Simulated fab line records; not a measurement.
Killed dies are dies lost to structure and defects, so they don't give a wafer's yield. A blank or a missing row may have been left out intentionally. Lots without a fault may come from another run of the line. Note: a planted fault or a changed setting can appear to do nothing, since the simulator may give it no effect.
Struck lot and sound lot, side by side | flow sky130 | 27 steps out of a route of 708
Sound: the wafers L810.3, L810.4, L810.5. Wafers L805.1, L805.5, L805.6 were the ones struck. At the end, the cause is stated.
Each step with rows lists, per side, the tool, then ch with its chambers, then its first start. Under that, the readings that differ: sound wafers | struck wafers | difference of the means | sigmas: that difference in standard deviations of wafers without a fault.
alike: readings whose means differ by less than 2 such deviations, and words and numbers that are the same on both sides. not compared: withheld readings, readings that some wafer has no value for, bounds like >300 that may hide the same value, and numbers for which the record gives no deviation and whose values overlap.
Wherever a step has rows on one side only, a row that says differs or no value, or a row with sigmas, the two part there. When numbers do not overlap yet have no deviation, they are printed without sigmas and do not part them. Lack of a reading on every wafer of one side parts them only where that side has two or more wafers.

SKY_FIELD_ISO_OXIDATION_01: stabilise 600 s, purge 300 s, target thk 12 nm.
  sound on furnace-01 ch 0, day 3 22:43; struck on furnace-02 ch 0, day 2 22:33
  reading                                          | sound             | struck               | difference | sigmas
  ox_time_s (s)                                    | 1843 1843 1843    | 2211.6 2211.6 2211.6 | +368.6     |
  spike_tc_bottom_C (C)                            | 917.8 918.3 918.6 | 920.3 922.7 919.5    | +2.6       | +2
  model.SiO2_of_FIELD_ISO_OXIDATION_01.thk_nm (nm) | 11.63 11.89 11.81 | 13.7 13.6 13.6       | +1.9       |
  alike: ox_temp_c_max, spike_tc_centre_C, zone_power_centre_pct, zone_power_upper_pct
SKY_FIELD_ISO_THK_MEAS_02:
  struck on film_metro-04, day 3 00:04; sound on film_metro-02, day 4 00:15
  reading                         | sound             | struck            | difference | sigmas
  FIELD_ISO_OXIDATION_00_THK (nm) | 11.58 11.85 11.79 | 13.69 13.63 13.64 | +1.91      | +9
then, 22 steps without rows for these wafers: SKY_FIELD_ISO_CVD_03 (deposits Si3N4 from DCS/NH3, target thk 165 nm, time 2830 s); SKY_FIELD_ISO_DEHYDRATE_05 (time 60 s); SKY_FIELD_ISO_HMDS_06 (prime time 60 s); SKY_FIELD_ISO_COAT_07 (resist thk 60 nm); SKY_FIELD_ISO_COAT_08 (resist thk 450 nm); SKY_FIELD_ISO_SOFTBAKE_09 (time 90 s); SKY_FIELD_ISO_EXPOSE_10 (exposes mask FOM, target cd 150 nm); SKY_FIELD_ISO_PEB_11; SKY_FIELD_ISO_DEVELOP_12 (develop time 60 s); SKY_FIELD_ISO_ETCH_14 (etches BARC in N2/H2, stops on SiO2, time 45.9 s, target depth 60 nm); SKY_FIELD_ISO_ETCH_15 (etches the open film in CHF3/O2, stops on Si, target depth 180 nm, time 72 s); SKY_FIELD_ISO_STRIP_16 (strips in O2/N2); SKY_FIELD_ISO_ETCH_17 (etches Si in HBr/Cl2/O2, target depth 342 nm, time 97.7 s); SKY_FIELD_ISO_WET_ETCH_18 (etches Si3N4 in H3PO4, target depth 25 nm, time 286 s); SKY_FIELD_ISO_CLEAN_19 (cleans in SC1/SC2, time 150 s); SKY_FIELD_ISO_CLEAN_20 (cleans in dHF, time 20 s); SKY_FIELD_ISO_WET_ETCH_21 (etches SiO2 in dHF, target depth 20 nm, time 400 s); SKY_FIELD_ISO_OXIDATION_22 (stabilise 600 s, purge 300 s, target thk 10 nm); SKY_FIELD_ISO_CVD_24 (deposits SiO2, target thk 595 nm, time 99.2 s); SKY_FIELD_ISO_ANNEAL_26 (time 1800 s); SKY_FIELD_ISO_CMP_27 (polishes, stops on Si3N4, t overpolish 16 s, target thk 457.8 nm); SKY_FIELD_ISO_WET_ETCH_28 (etches SiO2 in dHF, target depth 23.7 nm, time 47 s).
SKY_FIELD_ISO_WET_ETCH_29: etches Si3N4 in H3PO4, target depth 160 nm, time 1825 s.
  sound on wet_bench-03 ch 1, day 5 04:37; struck on wet_bench-02 ch 3, day 4 00:07
  reading                                          | sound             | struck            | difference | sigmas
  model.SiO2_of_FIELD_ISO_OXIDATION_01.thk_nm (nm) | 11.31 11.57 11.49 | 13.37 13.27 13.28 | +1.85      |
  alike: bath_heat_duty_pct
then, 1 step without rows for these wafers: SKY_FIELD_ISO_WET_ETCH_30 (etches SiO2 in dHF, target depth 25 nm, time 50 s).
SKY_PAD_OPEN_PROBE_99:
  rows exist in the record for the sound wafers here (prober-01, day 48 18:07), none for the struck ones

WHERE THEY PART
First at SKY_FIELD_ISO_OXIDATION_01; last, within this record, at SKY_PAD_OPEN_PROBE_99.

WHY: the cause the simulator had injected
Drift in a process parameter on furnace-02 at SKY_FIELD_ISO_OXIDATION_01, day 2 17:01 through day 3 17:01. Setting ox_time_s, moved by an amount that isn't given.
